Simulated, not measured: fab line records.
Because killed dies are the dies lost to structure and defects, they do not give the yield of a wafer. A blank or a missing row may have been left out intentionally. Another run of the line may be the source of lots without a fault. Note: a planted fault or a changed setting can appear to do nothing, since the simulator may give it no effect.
fab line records	flow sky130
record lots=5	wafers=15	last-day=50
route steps=708 shown LOCAL_INTERCONNECT@396 CONTACT@406
lots that met no fault: taken from a fault-free run of the same line
start-h: hours from the record's opening day to when the first of the lot's shown wafers began	wait-h: how many hours have passed since the lot's step before this one	" the same as in the row above	L1.1+2: a row that stands for several wafers	- value missing, or start not given	* or withheld: withheld	< > ~ a bound
route shown NAME@n: NAME is a module with steps in the file, n the number in the route of the first one	usual: mean/standard deviation of fault-free wafers	same: alike in all rows	chamber/n: place in a boat	sites: the reading at each site	_std_site: standard deviation of those values	_edge_site: inner sites' mean taken away from outer sites' mean	radius-mm: how far each site lies from the wafer's centre	mask NAME#n: copy n	behind: the tool/chamber that last shaped the wafer	hold: why the lot went on hold/how many hours it stayed there/how the hold came to an end	device: which transistor (n, p or np) failed to switch	end of line: the tests these same wafers got at the end of their route	where a step has no rows: the recipe by itself	killed: dies lost to structure and defects at the first sort, not the wafer's yield	map: a wafer's dies, x killed, . not, _ none there
set.NAME: the run value of the setting; set.NAME@STEP: its run value at that earlier step	model.NAME: the simulator's own value behind a step, which no gauge read
lots at selected steps of the route; one table per step, one row per wafer
services: the hour from which a tool's chamber was out of use, counted from the record's first day as start-h (under 0 if before that day), plus the number of hours and why
## steps
# step SKY_LOCAL_INTERCONNECT_PEB_09
# recipe peb-temp-c=withheld	peb-time-s=withheld	resist=KrF-thick
# step SKY_LOCAL_INTERCONNECT_DEVELOP_10
# recipe develop-time-s=60	resist=KrF-thick	dev-temp-c=21
# step SKY_LOCAL_INTERCONNECT_CD_MEAS_11
# recipe target-cd-nm=170
# usual cd-nm=170.1/1.4
lot.wafer	tool	chamber	start-h	wait-h	cd-nm
L476.2	cd-sem-01	-	699.71	-	169.3
L476.3	"	-	"	"	170.3
L476.6	"	-	"	"	169.5
L481.2	cd-sem-01	-	743.18	-	169.5
L481.4	"	-	"	"	169.5
L481.5	"	-	"	"	168.6
L488.2	cd-sem-02	-	798.86	-	170.1
L488.3	"	-	"	"	169.7
L488.5	"	-	"	"	170.7
L495.1	cd-sem-01	-	849.16	-	170.0
L495.4	"	-	"	"	170.9
L495.5	"	-	"	"	169.1
L499.2	cd-sem-01	-	872.67	-	171.4
L499.5	"	-	"	"	171.8
L499.6	"	-	"	"	172.8
# step SKY_LOCAL_INTERCONNECT_OVL_MEAS_12
# usual LOCAL_INTERCONNECT_OVL=3/6.1
lot.wafer	tool	chamber	start-h	wait-h	LOCAL_INTERCONNECT_OVL[nm]
L476.2	overlay-01	-	699.82	0.1	7
L476.3	"	-	"	"	7
L476.6	"	-	"	"	3
L481.2	overlay-02	-	743.29	0.1	-4
L481.4	"	-	"	"	-5
L481.5	"	-	"	"	2
L488.2	overlay-01	-	798.97	0.1	2
L488.3	"	-	"	"	0
L488.5	"	-	"	"	-6
L495.1	overlay-02	-	849.28	0.1	8
L495.4	"	-	"	"	16
L495.5	"	-	"	"	8
L499.2	overlay-02	-	872.77	0.1	2
L499.5	"	-	"	"	4
L499.6	"	-	"	"	8
# step SKY_LOCAL_INTERCONNECT_ETCH_13
# recipe chemistry=N2/H2	target=BARC	ion-energy-ev=200	bias-w=100	pressure-mtorr=30	n2-flow-sccm=100	h2-flow-sccm=200	icp-w=500	stop-on=SiO2	time-s=45.9	target-depth-a=600
# usual drypump-motor-current-A=5.6/0.44	h2-flow-sccm=200.0/0.65	he-backside-leak-sccm=3.16/0.13	oes-product-au=0.855/0.0051	throttle-valve-pct=13.223/0.0084
lot.wafer	tool	chamber	start-h	wait-h	drypump-motor-current-A	h2-flow-sccm	he-backside-leak-sccm	oes-product-au	rf-hours-counter-h	throttle-valve-pct
L476.2	rie-metal-04	1	699.85	0.0	5.7	199.1	3.15	0.865	14	13.228
L476.3	"	1	"	"	5.7	199.2	3.18	0.850	-	13.206
L476.6	"	1	"	"	5.7	200.3	3.00	0.862	-	13.221
L481.2	rie-metal-04	0	743.32	0.0	5.1	200.1	3.27	0.854	4	13.215
L481.4	"	0	"	"	5.1	199.6	3.08	0.857	-	13.235
L481.5	"	0	"	"	5.1	198.9	3.18	0.854	-	13.225
L488.2	rie-metal-04	0	799.00	0.0	5.1	199.6	3.01	0.859	7	13.225
L488.3	"	0	"	"	5.1	199.9	3.05	0.850	-	13.223
L488.5	"	1	"	"	5.7	199.9	2.97	0.858	-	13.232
L495.1	rie-metal-02	0	849.32	0.0	6.2	200.4	3.18	0.855	8	13.242
L495.4	"	1	"	"	5.8	199.4	3.05	0.856	-	13.214
L495.5	"	0	"	"	6.2	199.2	3.19	0.858	-	13.228
L499.2	rie-metal-04	1	872.80	0.0	5.7	200.9	3.16	0.856	4	13.216
L499.5	"	1	"	"	5.7	199.5	3.14	0.849	-	13.222
L499.6	"	0	"	"	5.1	200.0	3.14	0.857	-	13.221
# step SKY_LOCAL_INTERCONNECT_METAL_ETCH_14
# recipe target-depth-nm=110	stop-on=PSG	chemistry=Cl2/BCl3	target=TiN	resist-sidewall-deg=88	pressure-mtorr=10	icp-w=900	bias-w=48.5	Cl2_flow_sccm=60	bcl3-flow-sccm=30	time-s=31.4
# usual drypump-motor-current-A=5.6/0.44	he-backside-leak-sccm=3.19/0.28	oes-product-au=0.943/0.0069	throttle-valve-pct=21.899/0.01
lot.wafer	tool	chamber	start-h	wait-h	drypump-motor-current-A	he-backside-leak-sccm	oes-product-au	rf-hours-counter-h	throttle-valve-pct
L476.2	rie-metal-04	1	699.91	0.0	5.7	3.16	0.944	14	21.895
L476.3	"	1	"	"	5.7	3.14	0.946	-	21.869
L476.6	"	1	"	"	5.7	3.21	0.943	-	21.906
L481.2	rie-metal-04	0	743.38	0.0	5.1	3.19	0.944	4	21.902
L481.4	"	0	"	"	5.1	3.16	0.933	-	21.914
L481.5	"	0	"	"	5.1	3.12	0.941	-	21.899
L488.2	rie-metal-04	0	799.06	0.0	5.1	3.15	0.943	7	21.908
L488.3	"	0	"	"	5.1	3.17	0.943	-	21.887
L488.5	"	1	"	"	5.7	3.07	0.942	-	21.889
L495.1	rie-metal-02	0	849.38	0.0	6.2	3.30	0.942	8	21.908
L495.4	"	1	"	"	5.8	3.14	0.956	-	21.891
L495.5	"	0	"	"	6.2	3.31	0.949	-	21.879
L499.2	rie-metal-04	1	872.86	0.0	5.7	3.18	0.951	4	21.900
L499.5	"	1	"	"	5.7	2.98	0.936	-	21.899
L499.6	"	0	"	"	5.1	3.08	0.938	-	21.905
# step SKY_LOCAL_INTERCONNECT_STRIP_15
# recipe chemistry=O2/N2	power-w=1400	pressure-mtorr=1500	platen-temp-c=withheld	o2-flow-sccm=3000	n2-flow-sccm=300	overash-fraction=0.5
# usual drypump-motor-current-A=5.5/0.53	oes-product-au=0.427/0.0046	strip-time-to-endpoint-s=4.721/0.017
lot.wafer	tool	chamber	start-h	wait-h	drypump-motor-current-A	oes-product-au	rf-hours-counter-h	strip-time-to-endpoint-s
L476.2	plasma-asher-02	0	699.96	0.0	6.2	0.423	104	4.724
L476.3	"	1	"	"	5.8	0.437	-	4.728
L476.6	"	1	"	"	5.8	0.429	-	4.725
L481.2	plasma-asher-01	1	743.43	0.0	5.5	0.427	32	4.728
L481.4	"	1	"	"	5.5	0.427	-	4.731
L481.5	"	1	"	"	5.5	0.433	-	4.731
L488.2	plasma-asher-02	1	799.12	0.0	5.8	0.425	7	4.716
L488.3	"	1	"	"	5.8	0.425	-	4.737
L488.5	"	1	"	"	5.8	0.434	-	4.728
L495.1	plasma-asher-01	1	849.43	0.0	5.5	0.420	39	4.712
L495.4	"	1	"	"	5.5	0.423	-	4.694
L495.5	"	1	"	"	5.5	0.420	-	4.715
L499.2	plasma-asher-01	0	872.92	0.0	4.9	0.424	41	4.715
L499.5	"	0	"	"	4.9	0.423	-	4.743
L499.6	"	1	"	"	5.5	0.425	-	4.729
# step SKY_LOCAL_INTERCONNECT_STRIP_16
# recipe chemistry=post-etch-residue-remover	time-s=1200	temp-c=72.5
# step SKY_LOCAL_INTERCONNECT_CLEAN_17
# recipe chemistry=IPA	time-s=180	temp-c=25
# step SKY_LOCAL_INTERCONNECT_CLEAN_18
# recipe chemistry=O3/DIW	dry=n2-spin
# step SKY_CONTACT_CVD_00
# recipe material=Si3N4	target-thk-nm=75	temp-c=400	time-s=withheld	rf-w=450
# usual heater-power-w=703/69
lot.wafer	tool	chamber	start-h	wait-h	heater-power-w
L476.2	pecvd-01	0	700.60	0.0	609
L476.3	"	2	"	"	776
L476.6	"	1	"	"	678
L481.2	pecvd-01	2	744.09	0.0	750
L481.4	"	0	"	"	635
L481.5	"	2	"	"	753
L488.2	pecvd-02	0	799.82	0.0	655
L488.3	"	1	"	"	766
L488.5	"	2	"	"	796
L495.1	pecvd-04	1	850.03	0.0	726
L495.4	"	2	"	"	828
L495.5	"	0	"	"	670
L499.2	pecvd-01	1	873.52	0.0	619
L499.5	"	1	"	"	636
L499.6	"	0	"	"	646
# step SKY_CONTACT_THK_MEAS_01
# recipe reads=Si3N4_of_CONTACT_CVD_00
# usual CONTACT_CVD_00_THK=74.7/0.95
lot.wafer	tool	chamber	start-h	wait-h	CONTACT_CVD_00_THK[nm]
L476.2	film-metro-03	-	700.64	-	76.4
L476.3	"	-	"	"	75.1
L476.6	"	-	"	"	75.8
L481.2	film-metro-03	-	744.13	-	74.2
L481.4	"	-	"	"	75.9
L481.5	"	-	"	"	76.5
L488.2	film-metro-04	-	799.86	-	74.6
L488.3	"	-	"	"	76.0
L488.5	"	-	"	"	76.4
L495.1	film-metro-04	-	850.06	-	73.6
L495.4	"	-	"	"	75.2
L495.5	"	-	"	"	74.4
L499.2	film-metro-02	-	873.56	-	73.9
L499.5	"	-	"	"	75.3
L499.6	"	-	"	"	74.6
# step SKY_CONTACT_HDPCVD_02
# recipe material=SiO2	target-thk-nm=565	sigma-open-frac=0.3	time-s=94.2	temp-c=600	sih4-flow-sccm=60	pressure-mtorr=6
# usual pressure-mtorr=6.000/0.012	sih4-flow-sccm=60.02/0.19
lot.wafer	tool	chamber	start-h	wait-h	pressure-mtorr	sih4-flow-sccm	model.SiO2_of_CONTACT_HDPCVD_02.thk-nm
L476.2	hdpcvd-01	0	700.69	0.0	6.007	60.08	565.9
L476.3	"	2	"	"	5.998	59.94	568.4
L476.6	"	1	"	"	5.982	59.85	566.4
L481.2	hdpcvd-02	0	744.18	0.0	5.997	59.82	561.7
L481.4	"	1	"	"	6.003	59.96	557.4
L481.5	"	0	"	"	5.992	60.23	558.2
L488.2	hdpcvd-01	0	799.91	0.0	6.007	60.14	448.8
L488.3	"	1	"	"	5.995	60.13	569.8
L488.5	"	0	"	"	5.992	60.00	444
L495.1	hdpcvd-02	0	850.12	0.1	6.015	60.12	575.7
L495.4	"	1	"	"	6.006	59.98	575.7
L495.5	"	0	"	"	6.015	59.78	576
L499.2	hdpcvd-02	2	873.61	0.0	5.993	60.22	562.9
L499.5	"	0	"	"	5.990	59.75	567.3
L499.6	"	1	"	"	5.996	60.04	570.1
# step SKY_CONTACT_THK_MEAS_03
# recipe reads=SiO2_of_CONTACT_HDPCVD_02
# usual CONTACT_HDPCVD_THK=567/4.8
lot.wafer	tool	chamber	start-h	wait-h	CONTACT_HDPCVD_THK[nm]
L476.2	film-metro-04	-	700.77	0.0	566
L476.3	"	-	"	"	568
L476.6	"	-	"	"	566
L481.2	film-metro-02	-	744.26	0.0	562
L481.4	"	-	"	"	558
L481.5	"	-	"	"	558
L488.2	film-metro-02	-	799.99	0.0	449
L488.3	"	-	"	"	570
L488.5	"	-	"	"	444
L495.1	film-metro-03	-	850.19	0.0	576
L495.4	"	-	"	"	576
L495.5	"	-	"	"	576
L499.2	film-metro-04	-	873.69	0.0	563
L499.5	"	-	"	"	567
L499.6	"	-	"	"	570
# step SKY_CONTACT_CMP_04
# recipe material=SiO2	down-force-psi=4	platen-rpm=60	pad-velocity-m-s=0.94248
# usual motor-current-A=11.4/1.1	time-to-endpoint-s=82/3.5
lot.wafer	tool	chamber	start-h	wait-h	motor-current-A	time-to-endpoint-s
L476.3	cmp-01	1	700.87	0.1	9.7	82
L476.2	"	2	"	"	11.6	77
L476.6	"	1	"	"	9.6	80
L481.2	cmp-01	3	744.31	0.0	12.3	80
L481.4	"	1	"	"	9.8	80
L481.5	"	0	"	"	12.6	80
L488.3	cmp-01	1	800.09	0.1	9.9	86
L488.2	"	3	"	"	12.8	41
L488.5	"	0	"	"	13.0	39
L495.1	cmp-02	1	850.35	0.1	11.9	88
L495.4	"	2	"	"	10.0	88
L495.5	"	0	"	"	11.3	88
L499.2	cmp-01	2	873.84	0.1	11.0	78
L499.5	"	0	"	"	12.8	82
L499.6	"	1	"	"	9.7	86
# step SKY_CONTACT_BOW_MEAS_05
# recipe mode=bow
# usual CONTACT_BOW=83/7.4
lot.wafer	tool	chamber	start-h	wait-h	CONTACT_BOW[um]
L476.2	film-metro-03	-	701.14	0.2	82
L476.3	"	-	"	"	93
L476.6	"	-	"	"	97
L481.2	film-metro-02	-	744.63	0.3	79
L481.4	"	-	"	"	70
L481.5	"	-	"	"	89
L488.2	film-metro-03	-	800.36	0.1	82
L488.3	"	-	"	"	75
L488.5	"	-	"	"	91
L495.1	film-metro-02	-	850.55	0.1	78
L495.4	"	-	"	"	80
L495.5	"	-	"	"	79
L499.2	film-metro-04	-	874.06	0.2	80
L499.5	"	-	"	"	87
L499.6	"	-	"	"	85
## services
tool	chamber	start-h	hours	kind
plasma-asher-02	-	680.79	1.9	repair
cmp-02	-	686.98	2.7	repair
rie-metal-02	-	692.06	0.1	repair
hdpcvd-02	-	710.86	6.0	pm
plasma-asher-02	-	733.75	9.0	pm
pecvd-01	-	753.15	6.0	pm
rie-metal-02	-	768.36	0.3	repair
plasma-asher-01	-	769.67	47.9	repair
pecvd-01	2	783.98	5.5	repair
hdpcvd-02	-	789.07	1.9	repair
plasma-asher-02	-	799.38	1.9	repair
rie-metal-04	0	801.66	11.3	repair
plasma-asher-01	-	804.78	1.5	repair
pecvd-01	0	806.92	9.0	repair
cmp-01	-	814.12	0.2	repair
pecvd-01	0	816.44	9.0	repair
rie-metal-02	-	824.98	2.8	pm
rie-metal-02	-	831.19	0.7	repair
cmp-01	-	839.24	0.8	repair
hdpcvd-01	-	839.41	5.5	pm
hdpcvd-02	-	844.07	0.5	repair
cmp-01	-	848.31	5.1	repair
plasma-asher-02	-	849.75	0.4	repair
plasma-asher-01	-	866.85	5.1	repair
## key
first-sign step=SKY_CONTACT_THK_MEAS_03	reading=CONTACT_HDPCVD_THK	direction=down	sigmas=25	usual=567	struck=447
effect step=SKY_CONTACT_CMP_04	reading=time-to-endpoint-s	direction=down	sigmas=12	usual=*	struck=*
model-effect step=SKY_CONTACT_HDPCVD_02	value=SiO2_of_CONTACT_HDPCVD_02.thk-nm	without=572.9	struck=446.4
met-at SKY_CONTACT_HDPCVD_02
struck-wafers L488.2,L488.5
sort-left-out L488.2,L488.5
tester-left-out L488
onset-between 700.69 799.91
fault kind=process-parameter-drift	tool=hdpcvd-01	chamber=0	onset-h=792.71	steps=SKY_CONTACT_HDPCVD_02	channel=target-thk-nm	offset=-126.47	shape=step	end-h=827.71	acts-in=these-recipes-only	stated=565
# tester-left-out: of these lots the tester's yield and bins aren't shown, on N5 and GAA mostly nor the transistor test; their killed dies are dies lost to structure and defects alone, not to doping, threshold or leakage, so they don't give the yield
# sort-left-out: the simulated sort isn't trusted on such a fault, so these wafers' sort isn't shown, and their yield isn't known
